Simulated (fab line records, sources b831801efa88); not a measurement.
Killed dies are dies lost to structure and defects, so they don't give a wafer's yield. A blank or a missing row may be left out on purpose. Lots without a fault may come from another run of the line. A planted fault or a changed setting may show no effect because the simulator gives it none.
Which tool did it? | flow gf180mcu | 11 lots, 32 wafers sampled, at 5 steps of a route of 602

WHAT THE GAUGES READ, wafer by wafer
GF_M5_CD_MEAS_07: target cd 280 nm. Usual: cd_nm 280.2 nm, standard deviation 1.2.
lot  | measured     | on        | cd_nm (nm)                          | flag
L914 | day 26 07:50 | cd_sem-01 | 276.9 278.6 277.0                   |
L915 | day 26 18:31 | cd_sem-02 | 278.6 279.5 280.3                   |
L918 | day 27 22:16 | cd_sem-01 | 276.8 278.3 277.2                   |
L922 | day 29 07:00 | cd_sem-02 | 280.2 280.4 281.2                   |
L923 | day 29 12:45 | cd_sem-02 | 280.2 280.1 281.0                   |
L924 | day 29 18:51 | cd_sem-02 | 305.6 304.9 305.4 304.9             | OFF
L925 | day 30 04:59 | cd_sem-01 | 304.4 304.5 305.0 304.6 304.6 305.0 | OFF
L927 | day 30 14:17 | cd_sem-02 | 281.0 281.2 281.8                   |
L929 | day 31 04:29 | cd_sem-01 | 279.9 281.2 279.6                   |
L934 | day 32 08:43 | cd_sem-01 | 280.7 280.0 279.6                   |
L936 | day 32 17:19 | cd_sem-02 | 280.5 281.9 281.2                   |

WHICH TOOL RAN EACH LOT (tool, then ch and the chambers of the sampled wafers, then the start)
lot  | GF_MIM_SPUTTER_03            | GF_MIM_SPUTTER_04            | GF_MIM_SPUTTER_08            | GF_M5_SOFTBAKE_03
L914 | pvd_sputter-02, day 24 14:07 | pvd_sputter-02, day 24 14:08 | pvd_sputter-04, day 24 14:19 | litho_track-04 ch 0, day 25 22:19
L915 | pvd_sputter-04, day 25 01:18 | pvd_sputter-04, day 25 01:19 | pvd_sputter-01, day 25 01:30 | litho_track-01 ch 0, day 26 08:13
L918 | pvd_sputter-02, day 26 03:58 | pvd_sputter-02, day 26 03:59 | pvd_sputter-01, day 26 04:10 | litho_track-02 ch 0, day 27 12:13
L922 | pvd_sputter-01, day 27 15:14 | pvd_sputter-01, day 27 15:15 | pvd_sputter-04, day 27 15:26 | litho_track-02 ch 0, day 28 21:26
L923 | pvd_sputter-01, day 27 21:49 | pvd_sputter-01, day 27 21:50 | pvd_sputter-02, day 27 22:01 | litho_track-02 ch 0, day 29 03:23
L924 | pvd_sputter-02, day 28 04:37 | pvd_sputter-02, day 28 04:38 | pvd_sputter-04, day 28 04:48 | litho_track-02 ch 0, day 29 09:28
L925 | pvd_sputter-04, day 28 15:26 | pvd_sputter-04, day 28 15:27 | pvd_sputter-01, day 28 15:38 | litho_track-02 ch 0, day 29 19:53
L927 | pvd_sputter-04, day 29 00:33 | pvd_sputter-04, day 29 00:34 | pvd_sputter-02, day 29 00:44 | litho_track-04 ch 0, day 30 04:51
L929 | pvd_sputter-02, day 29 15:54 | pvd_sputter-02, day 29 15:55 | pvd_sputter-01, day 29 16:06 | litho_track-04 ch 0, day 30 19:39
L934 | pvd_sputter-01, day 30 21:34 | pvd_sputter-01, day 30 21:35 | pvd_sputter-02, day 30 21:46 | litho_track-04 ch 0, day 32 00:26
L936 | pvd_sputter-04, day 31 07:34 | pvd_sputter-04, day 31 07:35 | pvd_sputter-01, day 31 07:45 | litho_track-01 ch 0, day 32 09:22
- GF_MIM_SPUTTER_03: material Ti, target thk 10 nm, time 6.7 s.
- GF_MIM_SPUTTER_04: material TiN, target thk 50 nm, time 41.7 s.
- GF_MIM_SPUTTER_08: material AlCu, target thk 200 nm, time 10.6 s.
- GF_M5_SOFTBAKE_03: time 60 s.

WHAT THE TOOLS THEMSELVES READ (means of the sampled wafers that have a number; where no wafer has one, the mark that the record gives instead)
GF_MIM_SPUTTER_03. Usual: throttle_valve_pct 30.3 %, standard deviation 0.84.
lot  | tool           | throttle_valve_pct (%) | flag
L914 | pvd_sputter-02 | 29.9                   |
L915 | pvd_sputter-04 | 30.0                   |
L918 | pvd_sputter-02 | 30.4                   |
L922 | pvd_sputter-01 | 31.2                   |
L923 | pvd_sputter-01 | 31.4                   |
L924 | pvd_sputter-02 | 30.6                   |
L925 | pvd_sputter-04 | 30.0                   |
L927 | pvd_sputter-04 | 29.6                   |
L929 | pvd_sputter-02 | 30.2                   |
L934 | pvd_sputter-01 | 30.5                   |
L936 | pvd_sputter-04 | 29.6                   |

GF_MIM_SPUTTER_04. Usual: throttle_valve_pct 30.3 %, standard deviation 0.84.
lot  | tool           | throttle_valve_pct (%) | flag
L914 | pvd_sputter-02 | 29.9                   |
L915 | pvd_sputter-04 | 30.0                   |
L918 | pvd_sputter-02 | 30.4                   |
L922 | pvd_sputter-01 | 31.0                   |
L923 | pvd_sputter-01 | 31.3                   |
L924 | pvd_sputter-02 | 30.3                   |
L925 | pvd_sputter-04 | 30.0                   |
L927 | pvd_sputter-04 | 29.7                   |
L929 | pvd_sputter-02 | 30.1                   |
L934 | pvd_sputter-01 | 30.4                   |
L936 | pvd_sputter-04 | 29.8                   |

GF_MIM_SPUTTER_08. Usual: throttle_valve_pct 30.3 %, standard deviation 0.78.
lot  | tool           | throttle_valve_pct (%) | flag
L914 | pvd_sputter-04 | 29.9                   |
L915 | pvd_sputter-01 | 30.6                   |
L918 | pvd_sputter-01 | 30.0                   |
L922 | pvd_sputter-04 | 29.8                   |
L923 | pvd_sputter-02 | 30.6                   |
L924 | pvd_sputter-04 | 30.1                   |
L925 | pvd_sputter-01 | 30.1                   |
L927 | pvd_sputter-02 | 30.3                   |
L929 | pvd_sputter-01 | 30.5                   |
L934 | pvd_sputter-02 | 31.0                   |
L936 | pvd_sputter-01 | 31.4                   |

GF_M5_SOFTBAKE_03. Usual: heater_power_total_W 93.06 W, standard deviation 0.06; plate_temp_C 130.00 C, standard deviation 0.15; resist_line_temp_C 22.98 C, standard deviation 0.12.
lot  | tool           | heater_power_total_W (W) | plate_temp_C (C) | resist_line_temp_C (C) | flag
L914 | litho_track-04 | 92.95                    | 130.02           | 23.07                  |
L915 | litho_track-01 | 93.03                    | 130.07           | 23.02                  |
L918 | litho_track-02 | 93.12                    | 130.09           | 22.95                  |
L922 | litho_track-02 | 93.04                    | 129.90           | 22.98                  |
L923 | litho_track-02 | 93.06                    | 129.86           | 23.02                  |
L924 | litho_track-02 | 81.48                    | 117.50           | 23.07                  | OFF
L925 | litho_track-02 | 81.40                    | 117.34           | 22.88                  | OFF
L927 | litho_track-04 | 92.99                    | 129.81           | 23.14                  |
L929 | litho_track-04 | 93.10                    | 130.06           | 22.97                  |
L934 | litho_track-04 | 93.07                    | 129.92           | 22.91                  |
L936 | litho_track-01 | 92.99                    | 130.20           | 23.13                  |

THE ANSWER, worked out from the rows above alone
Rule: a lot is off if the mean of its wafers that have a number lies more than 3 standard deviations from the usual mean. A lot without any number at a reading at which 4 lots or more have one is off too. The other lots that the step has rows for count as sound. The gauges are gone through in route order, then the tools' own readings, and for those a lot's mean is taken as printed above. The first step at which some lot is off is used, and at that step the reading that is off furthest; a lot without a number counts as furthest.
Off: L924, L925, at GF_M5_CD_MEAS_07 (cd_nm).
A tool fits if, at a process step before that reading, it ran every lot that is off, and no sound lot after the first of them. The gauges at GF_M5_CD_MEAS_07 aren't tried: what is off there is off at GF_M5_SOFTBAKE_03 too, on other tools, and a gauge's error can't cause that. One fits: litho_track-02 at GF_M5_SOFTBAKE_03. Its last sound lot is L923 (day 29 03:23), its first lot that is off L924 (day 29 09:28): a fault that began between those two fits.
The tool's own readings at GF_M5_SOFTBAKE_03 bear it out: on the lots that are off they differ by more than 5 times the standard deviation of the sound lots' means. heater_power_total_W reads 81.44 W there against 93.04 W on the sound lots; plate_temp_C reads 117.42 C there against 129.99 C on the sound lots.

WHAT THE SIMULATOR HAD PUT IN
Process parameter drift: litho_track-02, from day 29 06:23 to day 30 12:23, at GF_M5_SOFTBAKE_03. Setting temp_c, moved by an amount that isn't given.
Lots struck among those shown: L924, L925. The rule above found the same.
